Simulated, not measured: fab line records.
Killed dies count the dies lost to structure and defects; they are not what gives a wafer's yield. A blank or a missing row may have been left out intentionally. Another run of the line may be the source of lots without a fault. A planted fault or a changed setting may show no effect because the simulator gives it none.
One fault seen from 2 desks + flow sky130 + every desk sees just its own numbers, and what lay behind them comes last

TOOL OWNER'S DESK, litho track-04
The tool's own readings at SKY_POLY_GATE_SOFTBAKE_09 (time 90 s): means of the sampled wafers that have a number, for each lot that ran on this tool. Any lot whose mean is over 4 standard deviations away from the usual mean is out of limits and marked OUT; that distance is given in the brackets.
Columns: A = run length s at SKY_POLY_GATE_SOFTBAKE_09, usual 119.1 s
| lot  | first seen here | A                |
|------|-----------------|------------------|
| L582 | day 16 11:00    | 119.6            |
| L594 | day 21 10:00    | 120.8 (+5.5) OUT |
| L601 | day 24 00:00    | 119.5            |
| L602 | day 24 08:00    | 119.4            |
| L604 | day 24 15:00    | 119.5            |
This desk finds L594 out of limits, L594 being first, at day 21 10:00 (run length s at SKY_POLY_GATE_SOFTBAKE_09). L582, L601, L602, L604: within limits.

METROLOGY DESK
Lot by lot, what the gauges showed, no matter which tool ran the lot: averages of those sampled wafers that carry a number. Any lot whose mean is over 4 standard deviations away from the usual mean is out of limits and marked OUT; that distance is given in the brackets.
Columns: A = cd nm at SKY_VT_ADJUST_NCORE_CD_MEAS_07, usual 380.4 nm; B = VT_ADJUST_PCH_OVL at SKY_VT_ADJUST_PCH_OVL_MEAS_07, usual -1.1 nm; C = GATE_OXIDE_OXIDATION_00_THK at SKY_GATE_OXIDE_THK_MEAS_02, usual 10.30 nm
| lot  | first seen here | A     | B    | C     |
|------|-----------------|-------|------|-------|
| L582 | day 9 05:35     | 378.6 | -1.6 | 10.26 |
| L583 | day 9 10:41     | 382.8 | -0.7 | 10.03 |
| L584 | day 9 21:19     | 377.9 | 0.3  | 10.34 |
| L585 | day 10 03:41    | 383.5 | -1.3 | 10.13 |
| L587 | day 10 11:52    | 381.0 | -2.6 | 10.21 |
| L590 | day 11 10:32    | 382.0 | 1.0  | 10.08 |
| L594 | day 13 02:53    | 383.6 | 0.7  | 10.65 |
| L598 | day 14 15:17    | 377.4 | 0.2  | 10.51 |
| L601 | day 15 04:24    | 381.6 | -2.2 | 10.21 |
| L600 | day 15 05:03    | 381.8 | -0.2 | 10.30 |
| L602 | day 15 07:43    | 378.6 | -2.5 | 10.27 |
| L603 | day 15 12:59    | 379.5 | -1.0 | 10.28 |
| L604 | day 15 18:25    | 375.5 | -0.4 | 10.52 |
This desk's finding: nothing out of limits on any of the 13 lots.

ALL TOGETHER
The tool owner's desk had the chance to raise an alarm at day 21 10:00 on L594.
The metrology desk saw nothing out of limits.
The metrology desk holds a record of L594, inside its limits.
The lots listed all ran SKY_POLY_GATE_SOFTBAKE_09 on litho track-04.

WHAT HAD BEEN PUT IN BY THE SIMULATOR
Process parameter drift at SKY_POLY_GATE_SOFTBAKE_09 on litho track-04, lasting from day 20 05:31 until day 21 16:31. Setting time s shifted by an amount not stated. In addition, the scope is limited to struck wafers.
Lots struck among those shown: L594.
Each desk's first reading out of limits, in hours after the fault started: the tool owner's desk, 28.
